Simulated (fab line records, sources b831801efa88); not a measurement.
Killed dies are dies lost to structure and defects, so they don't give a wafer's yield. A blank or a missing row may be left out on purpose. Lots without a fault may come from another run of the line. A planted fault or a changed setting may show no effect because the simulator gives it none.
fab line records | flow gf180mcu
record lots=5 wafers=15 last_day=34
route steps=602 shown M1@328 V1@335 M2@362
lots that met no fault: from a run of the same line without faults
start_h: hours from the record's first day to the start of the lot's first wafer shown | wait_h: hours since the lot's step before | " the same as in the row above | L1.1+2: a row that stands for several wafers | - no value, or no start given | * or withheld: withheld | < > ~ a bound
route shown NAME@n: a module of which the file shows steps, and the number in the route of the first | usual: mean/standard deviation of fault-free wafers | same: alike in all rows | chamber/n: place in a boat | sites: the reading at each site | _std_site: their standard deviation | _edge_site: outer sites' mean less inner sites' | radius_mm: how far each site lies from the wafer's centre | mask NAME#n: copy n | behind: the tool/chamber that last shaped the wafer | hold: why the lot was held/for how many hours/how that ended | device: the transistor (n, p or np) that didn't switch | end of line: the same wafers' tests at the end of the route | a step without rows: its recipe alone | killed: dies lost to structure and defects at the first sort, not the wafer's yield | map: a wafer's dies, x killed, . not, _ none there
set.NAME: the setting as run; set.NAME@STEP: as run at that earlier step | model.NAME: the simulator's own value behind a step, which no gauge read
lots at some steps of the route; a table a step, a row a wafer
services: from which hour (start_h, from the record's first day; less than 0 if before it) a tool's chamber was out of use, for how many hours, and why
## steps
# step GF_M1_DEVELOP_13
# recipe develop_time_s=60 dev_temp_c=21
# columns lot.wafer tool chamber start_h wait_h
L080.1+2+4 litho_track-01 0 437.38 0.2
L082.1+2+6 litho_track-04 0 462.39 0.2
L083.1+3+6 litho_track-03 0 485.54 0.2
L084.1+3+4 litho_track-01 0 493.02 0.2
L097.1+2+6 litho_track-04 0 586.59 0.2
# step GF_M1_CD_MEAS_14
# recipe target_cd_nm=230
# usual cd_nm=229.7/1.1
# columns lot.wafer tool chamber start_h wait_h cd_nm
L080.1 cd_sem-02 - 437.53 0.1 231.1
L080.2 " - " " 230.6
L080.4 " - " " 230.8
L082.1 cd_sem-01 - 462.54 0.1 229.6
L082.2 " - " " 229.6
L082.6 " - " " 229.7
L083.1 cd_sem-01 - 485.69 0.1 230.6
L083.3 " - " " 230.3
L083.6 " - " " 231.0
L084.1 cd_sem-02 - 493.17 0.1 231.2
L084.3 " - " " 231.3
L084.4 " - " " 231.5
L097.1 cd_sem-01 - 586.74 0.1 230.8
L097.2 " - " " 230.1
L097.6 " - " " 229.1
# step GF_M1_OVL_MEAS_15
# usual M1_OVL=1/5.1
# columns lot.wafer tool chamber start_h wait_h M1_OVL[nm]
L080.1 overlay-01 - 437.65 0.1 -2
L080.2 " - " " -4
L080.4 " - " " 1
L082.1 overlay-02 - 462.66 0.1 -12
L082.2 " - " " -12
L082.6 " - " " -5
L083.1 overlay-02 - 485.81 0.1 5
L083.3 " - " " 1
L083.6 " - " " 8
L084.1 overlay-02 - 493.29 0.1 7
L084.3 " - " " 3
L084.4 " - " " -5
L097.1 overlay-02 - 586.86 0.1 0
L097.2 " - " " -3
L097.6 " - " " -4
# step GF_M1_METAL_ETCH_16
# recipe chemistry=Cl2/BCl3 mask_material=KrF target_depth_nm=627.5 stop_on=SiO2 pressure_mtorr=8 icp_w=800 bias_w=140 Cl2_flow_sccm=80 bcl3_flow_sccm=40 time_s=104.6
# usual drypump_motor_current_A=5.8/0.32 oes_product_au=0.971/0.0065 throttle_valve_pct=28.252/0.01
# same time_s=104.6
# columns lot.wafer tool chamber start_h wait_h drypump_motor_current_A oes_product_au rf_hours_counter_h throttle_valve_pct
L080.1 rie_metal-03 1 437.68 0.0 5.7 0.966 6.5 28.239
L080.2 " 0 " " 5.6 0.976 6.0 28.249
L080.4 " 1 " " 5.7 0.980 - 28.243
L082.1 rie_metal-03 0 462.70 0.0 5.6 0.981 6.4 28.244
L082.2 " 1 " " 5.7 0.975 6.8 28.244
L082.6 " 1 " " 5.7 0.967 - 28.248
L083.1 rie_metal-04 1 485.85 0.0 6.4 0.970 9.0 28.248
L083.3 " 1 " " 6.4 0.963 - 28.242
L083.6 " 0 " " 5.5 0.960 - 28.251
L084.1 rie_metal-02 0 493.33 0.0 6.1 0.970 2.9 28.262
L084.3 " 1 " " 5.6 0.968 - 28.233
L084.4 " 0 " " 6.1 0.969 - 28.249
L097.1 rie_metal-02 1 586.90 0.0 5.6 0.964 6.0 28.245
L097.2 " 0 " " 6.1 0.974 5.3 28.248
L097.6 " 0 " " 6.1 0.970 - 28.253
# step GF_M1_STRIP_17
# recipe chemistry=O2/N2 power_w=1400 pressure_mtorr=1500 platen_temp_c=250 o2_flow_sccm=3000 n2_flow_sccm=300 overash_fraction=0.5
# usual drypump_motor_current_A=5.7/0.39 heater_power_w=316/14 o2_flow_sccm=3001/9 oes_product_au=0.557/0.0047 strip_time_to_endpoint_s=7.85/0.046
# columns lot.wafer tool chamber start_h wait_h drypump_motor_current_A heater_power_w o2_flow_sccm oes_product_au rf_hours_counter_h strip_time_to_endpoint_s
L080.1 plasma_asher-04 0 437.79 0.1 5.5 311 2999 0.555 32 7.93
L080.2 " 1 " " 5.4 316 2991 0.556 32 7.86
L080.4 " 1 " " 5.4 315 2988 0.552 - 7.94
L082.1 plasma_asher-02 0 462.81 0.1 5.6 311 2982 0.560 82 7.82
L082.2 " 1 " " 6.5 307 2988 0.561 82 7.94
L082.6 " 1 " " 6.5 302 2990 0.560 - 7.93
L083.1 plasma_asher-02 1 485.96 0.1 6.5 301 3005 0.559 86 7.87
L083.3 " 0 " " 5.7 309 2992 0.555 - 7.84
L083.6 " 1 " " 6.5 307 2996 0.562 - 7.85
L084.1 plasma_asher-01 0 493.44 0.1 5.7 306 3007 0.548 7 7.79
L084.3 " 1 " " 5.3 353 3003 0.560 - 7.85
L084.4 " 0 " " 5.8 303 3012 0.553 - 7.79
L097.1 plasma_asher-04 1 587.01 0.1 5.5 320 3007 0.550 46 7.86
L097.2 " 0 " " 5.5 311 2997 0.559 46 7.86
L097.6 " 0 " " 5.5 310 2996 0.558 - 7.85
# step GF_M1_STRIP_18
# recipe chemistry=post_etch_residue_remover time_s=1200 temp_c=72.5
# usual temp_c=72.54/0.13
# same time_s=1200
# columns lot.wafer tool chamber start_h wait_h temp_c
L080.1 wet_bench-04 0 437.89 0.1 72.47
L080.2 " 0 " " 72.49
L080.4 " 0 " " 72.36
L082.1 wet_bench-03 2 462.91 0.1 72.48
L082.2 " 2 " " 72.47
L082.6 " 2 " " 72.23
L083.1 wet_bench-03 1 486.06 0.1 72.35
L083.3 " 1 " " 72.62
L083.6 " 1 " " 72.32
L084.1 wet_bench-01 0 493.54 0.1 72.33
L084.3 " 0 " " 72.35
L084.4 " 0 " " 72.35
L097.1 wet_bench-04 3 587.11 0.1 72.55
L097.2 " 3 " " 72.50
L097.6 " 3 " " 72.35
# step GF_M1_CLEAN_19
# recipe chemistry=DIW dry=n2_spin
# columns lot.wafer tool chamber start_h wait_h
L080.1+2+4 wet_bench-03 3 438.24 0.0
L082.1+2+6 wet_bench-04 1 463.59 0.0
L083.1+3+6 wet_bench-01 3 486.40 0.0
L084.1+3+4 wet_bench-03 1 493.88 0.0
L097.1+2+6 wet_bench-03 1 587.79 0.0
# step GF_V1_CVD_00
# recipe material=SiO2 target_thk_nm=600 sigma_open_frac=0.3 temp_c=400 time_s=101.9 sih4_flow_sccm=60 pressure_mtorr=6
# same time_s=101.9
# columns lot.wafer tool chamber start_h wait_h
L080.1+2+4 hdpcvd-01 2,0,0 438.33 0.0
L082.1+2+6 hdpcvd-01 1,0,2 463.69 0.0
L083.1+3+6 hdpcvd-01 2,1,1 486.50 0.0
L084.1+3+4 hdpcvd-02 0,0,1 493.98 0.0
L097.1+2+6 hdpcvd-01 2,0,0 587.88 0.0
# step GF_V1_THK_MEAS_01
# recipe reads=SiO2_of_V1_CVD_00
# usual V1_CVD_00_THK=613/6.4
# columns lot.wafer tool chamber start_h wait_h V1_CVD_00_THK[nm]
L080.1 film_metro-04 - 438.40 0.0 618
L080.2 " - " " 620
L080.4 " - " " 615
L082.1 film_metro-04 - 463.76 0.0 618
L082.2 " - " " 618
L082.6 " - " " 620
L083.1 film_metro-04 - 486.57 0.0 622
L083.3 " - " " 618
L083.6 " - " " 622
L084.1 film_metro-01 - 494.09 0.1 614
L084.3 " - " " 615
L084.4 " - " " 616
L097.1 film_metro-01 - 587.96 0.0 617
L097.2 " - " " 620
L097.6 " - " " 614
# step GF_V1_CVD_02
# recipe material=SiO2 target_thk_nm=850 precursor=TEOS temp_c=400 time_s=94.851 rf_w=600
# usual heater_power_w=734/130 susceptor_temp_C=400.00/0.23
# same time_s=94.851
# columns lot.wafer tool chamber start_h wait_h heater_power_w susceptor_temp_C
L080.1 pecvd-01 2 438.46 0.1 756 400.07
L080.2 " 1 " " 697 399.88
L080.4 " 2 " " 622 400.15
L082.1 pecvd-01 2 463.82 0.1 659 400.04
L082.2 " 0 " " 998 399.78
L082.6 " 2 " " 703 400.13
L083.1 pecvd-01 0 486.63 0.1 984 400.01
L083.3 " 2 " " 639 400.46
L083.6 " 1 " " 605 399.99
L084.1 pecvd-02 0 494.15 0.1 809 400.08
L084.3 " 2 " " 699 400.29
L084.4 " 2 " " 759 400.20
L097.1 pecvd-02 0 588.02 0.1 908 399.69
L097.2 " 1 " " 710 400.50
L097.6 " 0 " " 746 399.83
# step GF_V1_THK_MEAS_03
# recipe reads=SiO2_of_V1_CVD_02
# usual V1_CVD_02_THK=850/10
# columns lot.wafer tool chamber start_h wait_h V1_CVD_02_THK[nm]
L080.1 film_metro-04 - 438.53 0.0 846
L080.2 " - " " 845
L080.4 " - " " 852
L082.1 film_metro-02 - 463.89 0.0 835
L082.2 " - " " 848
L082.6 " - " " 851
L083.1 film_metro-04 - 486.70 0.0 840
L083.3 " - " " 829
L083.6 " - " " 842
L084.1 film_metro-04 - 494.22 0.0 838
L084.3 " - " " 839
L084.4 " - " " 852
L097.1 film_metro-02 - 588.09 0.0 839
L097.2 " - " " 834
L097.6 " - " " 842
# step GF_V1_CMP_04
# recipe material=SiO2 down_force_psi=4 platen_rpm=60 pad_velocity_m_s=0.94248
# usual motor_current_A=12.3/1 time_to_endpoint_s=79/5
# columns lot.wafer tool chamber start_h wait_h motor_current_A time_to_endpoint_s
L080.2 cmp-02 2 438.59 0.0 12.1 76
L080.4 " 3 " " 13.2 78
L080.1 " 0 " " 13.8 81
L082.2 cmp-01 1 464.05 0.1 10.9 77
L082.1 " 2 " " 12.5 70
L082.6 " 3 " " 10.3 76
L083.1 cmp-01 0 486.86 0.1 13.3 75
L083.3 " 1 " " 11.2 73
L083.6 " 3 " " 11.3 74
L084.3 cmp-02 3 494.28 0.0 13.2 73
L084.1 " 1 " " 11.7 76
L084.4 " 2 " " 12.2 79
L097.2 cmp-02 0 588.15 0.0 13.6 73
L097.1 " 2 " " 12.1 72
L097.6 " 0 " " 13.3 79
# step GF_V1_BOW_MEAS_05
# recipe mode=bow
# usual V1_BOW=84/7.4
# columns lot.wafer tool chamber start_h wait_h V1_BOW[um]
L080.1 film_metro-04 - 438.93 0.2 75
L080.2 " - " " 85
L080.4 " - " " 81
L082.1 film_metro-04 - 464.25 0.1 97
L082.2 " - " " 88
L082.6 " - " " 96
L083.1 film_metro-01 - 487.06 0.1 82
L083.3 " - " " 83
L083.6 " - " " 80
L084.1 film_metro-04 - 494.58 0.1 84
L084.3 " - " " 72
L084.4 " - " " 76
L097.1 film_metro-04 - 588.45 0.1 94
L097.2 " - " " 85
L097.6 " - " " 88
# step GF_V1_DEHYDRATE_06
# recipe temp_c=200 time_s=60
# same time_s=60
# columns lot.wafer tool chamber start_h wait_h
L080.1+2+4 litho_track-03 0 450.94 12.0
L082.1+2+6 litho_track-03 0 475.49 11.2
L083.1+3+6 litho_track-03 0 498.19 11.1
L084.1+3+4 litho_track-02 0 506.05 11.4
L097.1+2+6 litho_track-03 0 598.89 10.4
# step GF_V1_HMDS_07
# recipe prime_time_s=60 prime_temp_c=120
# columns lot.wafer tool chamber start_h wait_h
L080.1+2+4 litho_track-03 0 451.09 0.1
L082.1+2+6 litho_track-03 0 475.64 0.1
L083.1+3+6 litho_track-03 0 498.34 0.1
L084.1+3+4 litho_track-02 0 506.20 0.1
L097.1+2+6 litho_track-03 0 599.04 0.1
# step GF_V1_COAT_08
# recipe resist=BARC temp_c=withheld time_s=withheld spin_rpm=withheld resist_thk_nm=withheld
# columns lot.wafer tool chamber start_h wait_h
L080.1+2+4 litho_track-03 0 451.24 0.1
L082.1+2+6 litho_track-03 0 475.79 0.1
L083.1+3+6 litho_track-03 0 498.49 0.1
L084.1+3+4 litho_track-02 0 506.35 0.1
L097.1+2+6 litho_track-03 0 599.19 0.1
# step GF_V1_COAT_09
# recipe resist=KrF spin_rpm=withheld resist_thk_nm=1000
# columns lot.wafer tool chamber start_h wait_h
L080.1+2+4 litho_track-03 0 - -
L082.1+2+6 litho_track-03 0 - -
L083.1+3+6 litho_track-03 0 - -
L084.1+3+4 litho_track-02 0 - -
L097.1+2+6 litho_track-03 0 - -
# step GF_V1_SOFTBAKE_10
# recipe temp_c=130 time_s=60 resist=KrF
# same time_s=60
# columns lot.wafer tool chamber start_h wait_h
L080.1+2+4 litho_track-03 0 - -
L082.1+2+6 litho_track-03 0 - -
L083.1+3+6 litho_track-03 0 - -
L084.1+3+4 litho_track-02 0 - -
L097.1+2+6 litho_track-03 0 - -
# step GF_V1_EXPOSE_11
# recipe mask_id=Via1 target_cd_nm=260 na=0.68 source_shape=conventional sigma_outer=0.6 dose_mj=38
# columns lot.wafer tool chamber start_h wait_h mask
L080.1+2+4 krf_scanner-01 0 - - Via1#0
L082.1+2+6 krf_scanner-02 0 - - Via1#0
L083.1+3+6 krf_scanner-02 0 - - Via1#0
L084.1+3+4 krf_scanner-02 0 - - Via1#0
L097.1+2+6 krf_scanner-01 0 - - Via1#0
# step GF_V1_PEB_12
# recipe peb_temp_c=135 peb_time_s=90 resist=KrF
# same peb_time_s=90
# columns lot.wafer tool chamber start_h wait_h
L080.1+2+4 litho_track-04 0 - -
L082.1+2+6 litho_track-04 0 - -
L083.1+3+6 litho_track-02 0 - -
L084.1+3+4 litho_track-04 0 - -
L097.1+2+6 litho_track-03 0 - -
# step GF_V1_DEVELOP_13
# recipe develop_time_s=58.04 resist=KrF dev_temp_c=21
# columns lot.wafer tool chamber start_h wait_h
L080.1+2+4 litho_track-04 0 463.09 0.2
L082.1+2+6 litho_track-04 0 487.94 0.2
L083.1+3+6 litho_track-02 0 509.90 0.2
L084.1+3+4 litho_track-04 0 518.14 0.2
L097.1+2+6 litho_track-03 0 609.59 0.2
# step GF_V1_CD_MEAS_14
# recipe target_cd_nm=260
# usual cd_nm=260.2/1.5
# columns lot.wafer tool chamber start_h wait_h cd_nm
L080.1 cd_sem-02 - 463.24 0.1 260.4
L080.2 " - " " 259.3
L080.4 " - " " 260.6
L082.1 cd_sem-01 - 488.09 0.1 260.0
L082.2 " - " " 260.6
L082.6 " - " " 261.1
L083.1 cd_sem-02 - 510.05 0.1 261.2
L083.3 " - " " 262.0
L083.6 " - " " 262.6
L084.1 cd_sem-02 - 518.29 0.1 260.8
L084.3 " - " " 260.5
L084.4 " - " " 260.0
L097.1 cd_sem-02 - 609.74 0.1 263.0
L097.2 " - " " 262.1
L097.6 " - " " 261.3
# step GF_V1_OVL_MEAS_15
# usual V1_OVL=-1/6.6
# columns lot.wafer tool chamber start_h wait_h V1_OVL[nm]
L080.1 overlay-02 - 463.36 0.1 5
L080.2 " - " " -10
L080.4 " - " " -15
L082.1 overlay-01 - 488.21 0.1 -3
L082.2 " - " " 3
L082.6 " - " " 5
L083.1 overlay-01 - 510.17 0.1 11
L083.3 " - " " 9
L083.6 " - " " 2
L084.1 overlay-01 - 518.41 0.1 10
L084.3 " - " " 8
L084.4 " - " " 5
L097.1 overlay-01 - 609.86 0.1 -2
L097.2 " - " " 10
L097.6 " - " " 9
# step GF_V1_ETCH_16
# recipe chemistry=N2/H2 target_depth_a=withheld overetch_a=withheld time_s=withheld target=BARC ion_energy_ev=200 source_w=500 bias_w=100 pressure_mtorr=30 n2_flow_sccm=100 h2_flow_sccm=200
# usual drypump_motor_current_A=5.8/0.44 oes_product_au=0.854/0.0046 throttle_valve_pct=13.226/0.0088
# columns lot.wafer tool chamber start_h wait_h drypump_motor_current_A oes_product_au throttle_valve_pct
L080.1 rie_diel-02 0 463.40 0.0 6.1 0.843 13.232
L080.2 " 3 " " 5.7 0.848 13.223
L080.4 " 2 " " 5.9 0.846 13.231
L082.1 rie_diel-01 0 488.25 0.0 6.1 0.848 13.247
L082.2 " 3 " " 5.3 0.862 13.230
L082.6 " 3 " " 5.3 0.849 13.241
L083.1 rie_diel-01 1 510.20 0.0 5.8 0.857 13.232
L083.3 " 0 " " 6.0 0.858 13.221
L083.6 " 3 " " 5.3 0.854 13.223
L084.1 rie_diel-02 1 518.45 0.0 6.4 0.860 13.232
L084.3 " 2 " " 5.9 0.866 13.218
L084.4 " 0 " " 6.1 0.853 13.218
L097.1 rie_diel-04 0 609.89 0.0 5.4 0.860 13.224
L097.2 " 3 " " 5.0 0.852 13.216
L097.6 " 1 " " 5.6 0.858 13.224
# step GF_V1_ETCH_17
# recipe chemistry=C4F8/O2/Ar mask_material=KrF target=SiO2 stop_on=TiN source_w=1500 bias_w=1200 pressure_mtorr=40 c4f8_flow_sccm=withheld O2_flow_sccm=6 Ar_flow_sccm=300 time_s=withheld target_depth_a=6300
# usual oes_product_au=0.856/0.0045
# columns lot.wafer tool chamber start_h wait_h oes_product_au
L080.1 rie_diel-02 0 - - 0.856
L080.2 " 3 " " 0.853
L080.4 " 2 " " 0.859
L082.1 rie_diel-01 0 - - 0.854
L082.2 " 3 " " 0.855
L082.6 " 3 " " 0.858
L083.1 rie_diel-01 1 - - 0.859
L083.3 " 0 " " 0.850
L083.6 " 3 " " 0.859
L084.1 rie_diel-02 1 - - 0.857
L084.3 " 2 " " 0.850
L084.4 " 0 " " 0.854
L097.1 rie_diel-04 0 - - 0.860
L097.2 " 3 " " 0.858
L097.6 " 1 " " 0.853
# step GF_V1_STRIP_18
# recipe chemistry=O2/N2 power_w=1400 pressure_mtorr=1500 platen_temp_c=250 o2_flow_sccm=3000 n2_flow_sccm=300 overash_fraction=0.5
# usual drypump_motor_current_A=5.9/0.5 heater_power_w=317/17 o2_flow_sccm=2999/9.4 oes_product_au=0.592/0.0053
# columns lot.wafer tool chamber start_h wait_h drypump_motor_current_A heater_power_w o2_flow_sccm oes_product_au rf_hours_counter_h
L080.1 plasma_asher-03 1 463.53 - 6.8 360 3020 0.582 67
L080.2 " 0 " " 5.7 311 3003 0.601 67
L080.4 " 1 " " 6.8 350 3010 0.595 -
L082.1 plasma_asher-03 1 488.38 - 6.8 357 2998 0.595 70
L082.2 " 0 " " 5.8 316 3013 0.590 70
L082.6 " 1 " " 6.8 350 2985 0.594 -
L083.1 plasma_asher-04 0 510.33 - 5.5 304 3007 0.595 37
L083.3 " 0 " " 5.5 312 3001 0.590 -
L083.6 " 1 " " 5.4 317 2997 0.593 -
L084.1 plasma_asher-03 0 518.58 - 5.8 318 3001 0.589 74
L084.3 " 0 " " 5.8 311 3001 0.588 -
L084.4 " 1 " " 6.8 359 2997 0.584 -
L097.1 plasma_asher-03 1 610.02 - 6.8 358 3007 0.591 84
L097.2 " 0 " " 5.8 306 2996 0.594 84
L097.6 " 1 " " 6.8 357 2997 0.594 -
# step GF_V1_STRIP_19
# recipe chemistry=post_etch_residue_remover time_s=1200 temp_c=72.5
# usual temp_c=72.49/0.11
# same time_s=1200
# columns lot.wafer tool chamber start_h wait_h temp_c
L080.1 wet_bench-03 3 463.63 0.1 72.42
L080.2 " 3 " " 72.48
L080.4 " 3 " " 72.60
L082.1 wet_bench-02 1 488.48 0.1 72.56
L082.2 " 1 " " 72.64
L082.6 " 1 " " 72.63
L083.1 wet_bench-03 0 510.43 0.1 72.56
L083.3 " 0 " " 72.61
L083.6 " 0 " " 72.64
L084.1 wet_bench-03 2 518.68 0.1 72.29
L084.3 " 2 " " 72.28
L084.4 " 2 " " 72.23
L097.1 wet_bench-01 1 610.12 0.1 72.38
L097.2 " 1 " " 72.47
L097.6 " 1 " " 72.58
# step GF_V1_CLEAN_20
# recipe chemistry=DIW dry=n2_spin
# columns lot.wafer tool chamber start_h wait_h
L080.1+2+4 wet_bench-01 0 464.31 0.0
L082.1+2+6 wet_bench-01 2 488.82 0.0
L083.1+3+6 wet_bench-01 3 510.77 0.0
L084.1+3+4 wet_bench-02 3 519.02 0.0
L097.1+2+6 wet_bench-02 2 610.46 0.0
# step GF_V1_SPUTTER_21
# recipe material=Ti target_thk_nm=15 chamber_pressure_pa=5 power_w=2500 substrate_temp_c=200 time_s=80.02
# usual throttle_valve_pct=30.5/1.3
# same time_s=80.02
# columns lot.wafer tool chamber start_h wait_h throttle_valve_pct
L080.1 pvd_sputter-04 - 464.40 0.0 31.2
L080.2 " - " " 31.6
L080.4 " - " " 30.3
L082.1 pvd_sputter-02 - 488.91 0.0 29.8
L082.2 " - " " 31.5
L082.6 " - " " 31.5
L083.1 pvd_sputter-01 - 510.87 0.0 29.6
L083.3 " - " " 31.0
L083.6 " - " " 29.7
L084.1 pvd_sputter-01 - 519.13 0.0 31.5
L084.3 " - " " 29.6
L084.4 " - " " 29.9
L097.1 pvd_sputter-01 - 610.56 0.0 31.7
L097.2 " - " " 31.2
L097.6 " - " " 31.4
# step GF_V1_SPUTTER_22
# recipe material=TiN target_thk_nm=10 chamber_pressure_pa=5 power_w=4000 time_s=40
# usual throttle_valve_pct=30.5/1.3
# same time_s=40
# columns lot.wafer tool chamber start_h wait_h throttle_valve_pct
L080.1 pvd_sputter-04 - 464.46 0.0 31.1
L080.2 " - " " 31.7
L080.4 " - " " 30.5
L082.1 pvd_sputter-02 - 488.97 0.0 29.8
L082.2 " - " " 31.6
L082.6 " - " " 31.5
L083.1 pvd_sputter-01 - 510.93 0.0 29.8
L083.3 " - " " 30.9
L083.6 " - " " 29.7
L084.1 pvd_sputter-01 - 519.19 0.0 31.3
L084.3 " - " " 29.7
L084.4 " - " " 29.8
L097.1 pvd_sputter-01 - 610.62 0.0 31.5
L097.2 " - " " 31.2
L097.6 " - " " 31.5
# step GF_V1_CVD_23
# recipe material=W target_thk_nm=350 time_s=105.05 temp_c=400 pressure_torr=40
# usual heater_power_w=888/83 susceptor_temp_C=399.96/0.21
# same time_s=105.05
# columns lot.wafer tool chamber start_h wait_h heater_power_w susceptor_temp_C
L080.1 cvd_w-01 1 464.50 0.0 828 400.01
L080.2 " 0 " " 773 399.59
L080.4 " 1 " " 849 400.06
L082.1 cvd_w-01 0 489.01 0.0 812 399.97
L082.2 " 1 " " 880 399.84
L082.6 " 1 " " 828 399.98
L083.1 cvd_w-01 0 510.98 0.0 799 399.86
L083.3 " 0 " " 796 400.16
L083.6 " 0 " " 817 399.71
L084.1 cvd_w-02 0 519.23 0.0 892 400.34
L084.3 " 0 " " 921 400.18
L084.4 " 1 " " 1039 399.54
L097.1 cvd_w-01 0 610.66 0.0 796 399.90
L097.2 " 1 " " 851 400.14
L097.6 " 1 " " 848 400.25
# step GF_V1_RS_MEAS_24
# recipe thk_meas_gauge=four-point-probe reads=W_of_V1_CVD_23+TiN_of_V1_SPUTTER_22+Ti_of_V1_SPUTTER_21
# usual V1_W_RS=0.3288/0.0027
# columns lot.wafer tool chamber start_h wait_h V1_W_RS[ohm/sq]
L080.1 film_metro-02 - 464.62 0.1 0.3295
L080.2 " - " " 0.3280
L080.4 " - " " 0.3284
L082.1 film_metro-04 - 489.12 0.1 0.3277
L082.2 " - " " 0.3295
L082.6 " - " " 0.3306
L083.1 film_metro-01 - 511.09 0.1 0.3287
L083.3 " - " " 0.3331
L083.6 " - " " 0.3301
L084.1 film_metro-02 - 519.34 0.1 0.3334
L084.3 " - " " 0.3258
L084.4 " - " " 0.3305
L097.1 film_metro-02 - 610.77 0.1 0.3324
L097.2 " - " " 0.3276
L097.6 " - " " 0.3298
# step GF_V1_THK_MEAS_25
# recipe thk_meas_gauge=xrf reads=W_of_V1_CVD_23
# usual V1_W_THK=348/3.8
# columns lot.wafer tool chamber start_h wait_h V1_W_THK[nm]
L080.1 film_metro-02 - 464.74 0.1 344
L080.2 " - " " 345
L080.4 " - " " 343
L082.1 film_metro-04 - 489.24 0.1 351
L082.2 " - " " 350
L082.6 " - " " 350
L083.1 film_metro-01 - 511.21 0.1 347
L083.3 " - " " 345
L083.6 " - " " 343
L084.1 film_metro-02 - 519.46 0.1 342
L084.3 " - " " 352
L084.4 " - " " 346
L097.1 film_metro-02 - 610.89 0.1 345
L097.2 " - " " 350
L097.6 " - " " 347
# step GF_V1_CMP_26
# recipe stop_on=SiO2 down_force_psi=3.5 platen_rpm=60 t_overpolish_s=15 target_thk_nm=0 pad_velocity_m_s=0.94248
# usual motor_current_A=11.4/0.98 overpolish_run_s=15.000/0.0094 time_to_endpoint_s=85/3.7
# columns lot.wafer tool chamber start_h wait_h motor_current_A overpolish_run_s time_to_endpoint_s
L080.4 cmp-01 3 464.85 0.1 9.9 14.993 79
L080.1 " 0 " " 12.5 15.007 85
L080.2 " 1 " " 10.8 15.003 83
L082.1 cmp-02 1 489.35 0.1 10.4 15.001 86
L082.2 " 3 " " 12.8 14.991 82
L082.6 " 1 " " 10.6 14.991 84
L083.1 cmp-01 0 511.27 0.1 12.0 14.997 82
L083.3 " 1 " " 9.9 15.009 85
L083.6 " 1 " " 10.7 14.999 82
L084.4 cmp-02 0 519.57 0.1 11.6 15.001 87
L084.1 " 1 " " 10.3 15.007 85
L084.3 " 2 " " 10.9 14.988 86
L097.1 cmp-02 2 611.00 0.1 12.2 15.007 77
L097.2 " 3 " " 12.8 14.988 80
L097.6 " 2 " " 11.7 14.985 77
# step GF_M2_SPUTTER_00
# recipe material=Ti target_thk_nm=37.5 arriving_ion_energy_ev=80 substrate_temp_c=200 chamber_pressure_pa=2 power_w=4000 time_s=150
# usual throttle_valve_pct=30.6/0.79
# same time_s=150
# columns lot.wafer tool chamber start_h wait_h throttle_valve_pct
L080.1 pvd_sputter-03 - 465.10 0.1 30.5
L080.2 " - " " 30.7
L080.4 " - " " 29.1
L082.1 pvd_sputter-03 - 489.60 0.2 29.3
L082.2 " - " " 30.6
L082.6 " - " " 30.5
L083.1 pvd_sputter-04 - 511.57 0.2 31.8
L083.3 " - " " 31.1
L083.6 " - " " 31.7
L084.1 pvd_sputter-03 - 519.82 0.1 30.6
L084.3 " - " " 30.4
L084.4 " - " " 29.2
L097.1 pvd_sputter-01 - 611.25 0.2 31.3
L097.2 " - " " 31.4
L097.6 " - " " 30.8
# step GF_M2_SPUTTER_01
# recipe material=TiN target_thk_nm=30 power_w=6500 time_s=25 chamber_pressure_pa=0.4
# usual throttle_valve_pct=30.6/0.79
# same time_s=25
# columns lot.wafer tool chamber start_h wait_h throttle_valve_pct
L080.1 pvd_sputter-03 - 465.20 0.1 30.6
L080.2 " - " " 30.8
L080.4 " - " " 29.2
L082.1 pvd_sputter-03 - 489.70 0.1 29.4
L082.2 " - " " 30.5
L082.6 " - " " 30.6
L083.1 pvd_sputter-04 - 511.67 0.1 31.6
L083.3 " - " " 31.1
L083.6 " - " " 31.5
L084.1 pvd_sputter-03 - 519.92 0.1 30.4
L084.3 " - " " 30.7
L084.4 " - " " 29.1
L097.1 pvd_sputter-01 - 611.35 0.1 31.3
L097.2 " - " " 31.1
L097.6 " - " " 31.1
# step GF_M2_SPUTTER_02
# recipe material=AlCu target_thk_nm=450 power_w=10600 time_s=23.9 chamber_pressure_pa=0.4
# usual throttle_valve_pct=30.6/0.79
# same time_s=23.9
# columns lot.wafer tool chamber start_h wait_h throttle_valve_pct
L080.1 pvd_sputter-03 - 465.23 0.0 30.4
L080.2 " - " " 30.9
L080.4 " - " " 29.1
L082.1 pvd_sputter-03 - 489.73 0.0 29.1
L082.2 " - " " 30.4
L082.6 " - " " 30.5
L083.1 pvd_sputter-04 - 511.70 0.0 31.7
L083.3 " - " " 31.2
L083.6 " - " " 31.5
L084.1 pvd_sputter-03 - 519.95 0.0 30.5
L084.3 " - " " 30.7
L084.4 " - " " 29.2
L097.1 pvd_sputter-01 - 611.38 0.0 31.5
L097.2 " - " " 31.3
L097.6 " - " " 30.9
# step GF_M2_SPUTTER_03
# recipe material=Ti target_thk_nm=10 substrate_temp_c=300 chamber_pressure_pa=0.3 power_w=3000 time_s=6.7
# usual throttle_valve_pct=30.6/0.78
# same time_s=6.7
# columns lot.wafer tool chamber start_h wait_h throttle_valve_pct
L080.1 pvd_sputter-03 - 465.26 0.0 30.5
L080.2 " - " " 30.3
L080.4 " - " " 29.2
L082.1 pvd_sputter-03 - 489.76 0.0 29.3
L082.2 " - " " 30.7
L082.6 " - " " 30.8
L083.1 pvd_sputter-04 - 511.73 0.0 31.8
L083.3 " - " " 30.8
L083.6 " - " " 31.7
L084.1 pvd_sputter-03 - 519.98 0.0 30.5
L084.3 " - " " 30.6
L084.4 " - " " 29.4
L097.1 pvd_sputter-01 - 611.41 0.0 31.3
L097.2 " - " " 31.4
L097.6 " - " " 31.0
## services
# columns tool chamber start_h hours kind
wet_bench-01 - 414.97 8.5 repair
cmp-02 - 419.42 0.7 repair
wet_bench-03 - 422.27 4.4 pm
cmp-01 - 422.87 0.9 repair
cmp-02 - 423.89 0.8 repair
cmp-01 - 426.11 1.1 repair
plasma_asher-03 - 428.83 2.8 repair
plasma_asher-03 - 429.86 11.1 repair
pvd_sputter-03 - 442.39 1.3 repair
pvd_sputter-03 - 462.42 2.6 repair
cmp-02 - 467.31 0.3 repair
hdpcvd-01 0 493.38 7.3 repair
cvd_w-01 1 515.69 6.1 repair
pvd_sputter-04 - 515.84 4.2 repair
rie_diel-01 - 522.29 2.8 pm
rie_diel-02 0 524.11 11.0 repair
rie_diel-02 1 533.63 6.9 repair
hdpcvd-01 - 539.25 15.0 pm
pvd_sputter-03 - 562.72 4.9 repair
pvd_sputter-04 - 574.91 3.3 repair
cmp-02 - 576.16 8.2 pm
pvd_sputter-01 - 584.11 3.1 repair
cmp-02 - 596.35 0.3 repair
pvd_sputter-04 - 598.76 6.2 repair
## key
fault none
